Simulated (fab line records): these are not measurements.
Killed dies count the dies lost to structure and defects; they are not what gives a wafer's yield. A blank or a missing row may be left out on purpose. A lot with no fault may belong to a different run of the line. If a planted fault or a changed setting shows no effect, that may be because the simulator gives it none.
A struck lot beside a sound one | flow sky130 | 15 out of 708 route steps
Sound: these wafers, L781.1, L781.3, L781.6. Struck: wafer L787.3. (L787.4, L787.5 of the same lot were not struck and are left out.) The cause comes at the end.
Each step with rows lists, per side, the tool, then ch with its chambers, then its first start. Under that, the readings that differ: sound wafers | struck wafers | difference of the means | sigmas: that difference in standard deviations of wafers without a fault.
alike: same words and numbers on both sides, and readings whose means sit less than 2 such deviations apart. not compared: any withheld reading, any reading some wafer has no value for, any bound like >300 that may hide the same value, and any number with overlapping values for which the record gives no deviation.
Wherever a step has rows on one side only, a row that says differs or no value, or a row with sigmas, the two part there. When numbers do not overlap yet have no deviation, they are printed without sigmas and do not part them. A reading that every wafer of one side lacks parts them only if that side has two wafers or more.

first, 7 steps without rows for these wafers: SKY_METAL3_HMDS_06 (prime time 60 s); SKY_METAL3_COAT_07 (resist thk 60 nm); SKY_METAL3_COAT_08 (resist thk 1140 nm); SKY_METAL3_SOFTBAKE_09 (time 90 s); SKY_METAL3_EXPOSE_10 (exposes mask MM3, target cd 300 nm); SKY_METAL3_PEB_11; SKY_METAL3_DEVELOP_12 (develop time 60 s).
SKY_METAL3_CD_MEAS_13 targets a cd of 300 nm.
  sound on cd-sem-01, day 41 15:13; struck on cd-sem-01, day 43 01:46
  alike: cd-nm
SKY_METAL3_OVL_MEAS_14:
  sound on overlay-01, day 41 15:20; struck on overlay-01, day 43 01:52
  alike: METAL3_OVL
SKY_METAL3_DESCUM_15: chemistry O2, time 8 s.
  sound on rie-metal-04 ch 0,1, day 41 15:23; struck on rie-metal-04 ch 1, day 43 01:53
  alike: drypump-motor-current-A, oes-product-au, temp-c
  not compared: rf-hours-counter-h
SKY_METAL3_ETCH_16: etches BARC in N2/H2, stops on SiO2, time 88.2 s, target depth 60 nm.
  sound on rie-metal-04 ch 0,1, day 41 15:25; struck on rie-metal-04 ch 1, day 43 01:57
  alike: chamber-pressure-mTorr, drypump-motor-current-A, oes-product-au, throttle-valve-pct
  not compared: rf-hours-counter-h
SKY_METAL3_ETCH_17: etches SiO2 in C4F8/O2/Ar, stops on TiN, time 3.9 s, target depth 15 nm.
  sound on rie-diel-01 ch 1,2,3, day 41 15:31; struck on rie-diel-04 ch 3, day 43 02:01
  alike: chamber-pressure-mTorr, oes-product-au
  not compared: rf-hours-counter-h
SKY_METAL3_METAL_ETCH_18: etches the open film in Cl2/BCl3, stops on SiO2, target depth 845 nm, time 183.1 s.
  sound on rie-metal-02 ch 0,1, day 41 15:32; struck on rie-metal-02 ch 1, day 43 02:05
  reading                        | sound                | struck | difference | sigmas
  chamber-pressure-mTorr (mTorr) | 10.004 9.989 10.017  | 12.005 | +2.002     | +99 or more
  throttle-valve-pct (%)         | 22.263 22.263 22.278 | 22.249 | -0.019     | -2
  alike: drypump-motor-current-A, oes-product-au
  not compared: rf-hours-counter-h
SKY_METAL3_STRIP_19: strips in O2/N2.
  sound on plasma-asher-02 ch 1, day 41 15:43; struck on plasma-asher-02 ch 0, day 43 02:14
  alike: drypump-motor-current-A, oes-product-au, strip-time-to-endpoint-s
  not compared: rf-hours-counter-h
-- the record jumps here: 6 days lie between the struck wafers' starts before and after (it left off in module METAL3 and takes up again in module PAD_OPEN, whose first step shown is number 708 of the route) --
SKY_PAD_OPEN_PROBE_99:
  sound on prober-01, day 48 08:27; struck on prober-02, day 49 12:29
  alike: defect-limited-yield, killed_at_M0_to_M3, killed_at_M4_up, killed-at-contacts, killed-at-front-end, killed-at-other, killed-dies, killed-open, killed-short, sort_bin_3_pad_short, sort_bin_5_function, sort_bin_6_memory, sort-n-pass, sort-yield-pct

WHERE THEY PART
Only at SKY_METAL3_METAL_ETCH_18, within this record. Later steps at which nothing parts them and some readings are alike: SKY_METAL3_STRIP_19, SKY_PAD_OPEN_PROBE_99.

WHY: the cause the simulator had injected
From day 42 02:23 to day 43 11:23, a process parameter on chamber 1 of rie-metal-02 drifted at SKY_METAL3_METAL_ETCH_18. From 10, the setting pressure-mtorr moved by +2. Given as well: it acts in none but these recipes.
